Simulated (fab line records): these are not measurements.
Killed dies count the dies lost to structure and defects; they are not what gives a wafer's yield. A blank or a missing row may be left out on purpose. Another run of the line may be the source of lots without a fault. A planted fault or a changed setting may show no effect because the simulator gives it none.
A struck lot beside a sound one | flow sfq_line | 14 steps out of a route of 325
Sound: the wafers L713.1, L713.2, L713.6. Wafers L714.2, L714.5, L714.6 were the ones struck. The cause is given at the end.
Per side, at each step with rows, come the tool, then ch with its chambers, and then its first start. Under that, the readings that differ: sound wafers | struck wafers | difference of the means | sigmas: that difference in standard deviations of wafers without a fault.
alike: words and numbers the same on both sides, and readings whose means are apart by under 2 such deviations; not compared: readings that were withheld, readings missing a value for some wafer, numbers with overlapping values and no deviation given by the record, and bounds like >300 which may hide the same value.
The two part at a step that has a row with sigmas, a row that says differs or no value, or rows on one side only. Numbers that have no deviation but don't overlap get no sigmas and don't part them. A reading that every wafer of one side lacks parts them only if that side has two wafers or more.

SFQ_M1_OVL_MEAS_911:
  sound on overlay-01 at day 18 21:43; struck on overlay-01 at day 19 00:08
  alike: M1_OVL
SFQ_TRILAYER_M1_BARC_OPEN_METAL_ETCH_054: etches BARC in O2, target depth 125 nm, time 41.7 s.
  sound on rie_metal-04 ch 0,1, day 18 21:46; struck on rie_metal-03 ch 0,1, day 19 00:10
  reading                     | sound       | struck      | difference | sigmas
  drypump_motor_current_A (A) | 6.0 6.2 6.2 | 5.3 5.4 5.3 | -0.8       | -2
  alike: oes_product_au
  not compared: rf_hours_counter_h
SFQ_TRILAYER_M1_ETCH_METAL_ETCH_042: etches Nb in Cl2/Ar, stops on SiO2, target depth 240 nm, time 120 s.
  sound on rie_metal-04 ch 0,1, day 18 21:49; struck on rie_metal-03 ch 0,1, day 19 00:13
  reading                     | sound       | struck      | difference | sigmas
  drypump_motor_current_A (A) | 6.1 6.2 6.2 | 5.3 5.4 5.3 | -0.8       | -2
  alike: oes_product_au
  not compared: rf_hours_counter_h
SFQ_TRILAYER_M1_STRIP_STRIP_043: strips in O2.
  sound on rie_metal-04 ch 0,1, day 18 21:56; struck on rie_metal-03 ch 0,1, day 19 00:20
  reading                     | sound       | struck      | difference | sigmas
  drypump_motor_current_A (A) | 6.0 6.2 6.2 | 5.3 5.4 5.3 | -0.8       | -2
  alike: oes_product_au
  not compared: rf_hours_counter_h
then, 1 step without rows for these wafers: SFQ_TRILAYER_M1_STRIP_SOLV_CLEAN_044 (cleans in NMP, time 600 s).
SFQ_TRILAYER_I1_DEP_PECVD_045: deposits SiO2 from SiH4/N2O, time 111.11 s, target thk 500 nm.
  sound on pecvd-04 ch 0,1,2, day 18 22:43; struck on pecvd-03 ch 1,2, day 19 01:08
  reading                | sound          | struck         | difference | sigmas
  throttle_valve_pct (%) | 22.8 23.2 24.1 | 27.3 27.1 25.8 | +3.4       | +2
  alike: heater_power_w
then, 1 step without rows for these wafers: SFQ_TRILAYER_I1_CMP_CMP_046 (polishes SiO2).
SFQ_I1_BOW_MEAS_912:
  sound on film_metro-04 at day 19 01:47; struck on film_metro-01 at day 19 04:16
  alike: I1_BOW
SFQ_TRILAYER_I1_METRO_MEASURE_047:
  sound on film_metro-04 at day 19 01:55; struck on film_metro-01 at day 19 04:34
  alike: thk_nm
then, 3 steps without rows for these wafers: SFQ_TRILAYER_I1_VIA_LITHO_COAT_054 (resist thk 62 nm); SFQ_TRILAYER_I1_VIA_LITHO_COAT_049 (resist thk 650 nm); SFQ_TRILAYER_I1_VIA_LITHO_SOFTBAKE_053.
-- the record jumps here: 6 days lie between the struck wafers' starts before and after --
SFQ_TRILAYER_I1_VIA_LITHO_EXPOSE_050: exposes mask I1, target cd 500 nm.
  struck on krf_scanner-01, day 25 05:29; sound on krf_scanner-01 ch 0, day 25 02:53
  no value came back on the struck wafers for exposure_dose_mJ_cm2, focus_offset_nm (nm), sigma_outer; on the sound wafers exposure_dose_mJ_cm2 reads 21.322 21.333 21.329
  alike: mask
then, 1 step without rows for these wafers: SFQ_TRILAYER_I1_VIA_LITHO_PEB_052 (peb time 60 s).

== WHERE THEY PART ==
At SFQ_TRILAYER_M1_BARC_OPEN_METAL_ETCH_054 first; at SFQ_TRILAYER_I1_VIA_LITHO_EXPOSE_050 last (within this record only).

WHY: the cause the simulator had injected
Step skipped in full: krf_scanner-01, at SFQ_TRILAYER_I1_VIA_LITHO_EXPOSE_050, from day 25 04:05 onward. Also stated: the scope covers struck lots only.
